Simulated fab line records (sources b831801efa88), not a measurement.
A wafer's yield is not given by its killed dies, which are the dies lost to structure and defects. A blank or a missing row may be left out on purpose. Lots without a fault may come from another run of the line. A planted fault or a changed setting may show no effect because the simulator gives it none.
Which tool was responsible? ; flow sky130 ; Sampling: 7 lots, 21 wafers, 2 of 708 route steps

WHAT THE GAUGES SHOWED, per wafer
SKY_SONOS_ONO_THK_MEAS_01.
lot;measured;on;SONOS_ONO_OXIDATION_THK (nm)
L869;day 11 19:17;film metro-04;2.61 2.64 2.65
L871;day 12 13:13;film metro-02;3.41 3.47 3.40
L873;day 13 09:06;film metro-03;3.48 3.53 3.52
L882;day 16 05:35;film metro-03;2.61 2.63 2.62
L884;day 17 00:16;film metro-02;2.64 2.66 2.57
L886;day 17 14:29;film metro-02;2.52 2.58 2.50
L889;day 18 11:29;film metro-03;2.59 2.60 2.60

WHICH TOOL RAN EACH LOT (tool, then ch and the chambers of the sampled wafers, then the start)
lot;SKY_SONOS_ONO_OXIDATION_00
L869;furnace-02 ch 0, day 11 17:56
L871;furnace-02 ch 0, day 12 11:53
L873;furnace-02 ch 0, day 13 07:46
L882;furnace-01 ch 0, day 16 04:13
L884;furnace-02 ch 0, day 16 22:55
L886;furnace-02 ch 0, day 17 13:08
L889;furnace-02 ch 0, day 18 10:08
- SKY_SONOS_ONO_OXIDATION_00: stabilise 600 s, purge 300 s, target thk 2.6 nm.

THE ANSWER, worked out from the rows above alone
Rule: the lots themselves supply what counts as usual. Put in order of their means at a reading, lots are off if they are a third of the lots or fewer, leave a main group of 4 or more, and stand apart from it by a gap of 3 or more times the standard deviation of the main group's means; of several such gaps the widest counts. Not used: any main group whose means are identical at the precision the tables above print for the reading. Also off: a lot with no number at a reading for which 4 or more lots have one. Where the step has rows for the other lots, those lots are counted as sound.
Off: L871, L873, at SKY_SONOS_ONO_THK_MEAS_01 (SONOS_ONO_OXIDATION_THK). Mean 2.60 nm and standard deviation 0.036 in the main group.
If a tool, at a process step before that reading, ran all the lots that are off and no sound lot after the first of them, it fits. Gauges at SKY_SONOS_ONO_THK_MEAS_01: tried the same way as those tools. None of those tried fits.

WHAT HAD BEEN PUT IN BY THE SIMULATOR
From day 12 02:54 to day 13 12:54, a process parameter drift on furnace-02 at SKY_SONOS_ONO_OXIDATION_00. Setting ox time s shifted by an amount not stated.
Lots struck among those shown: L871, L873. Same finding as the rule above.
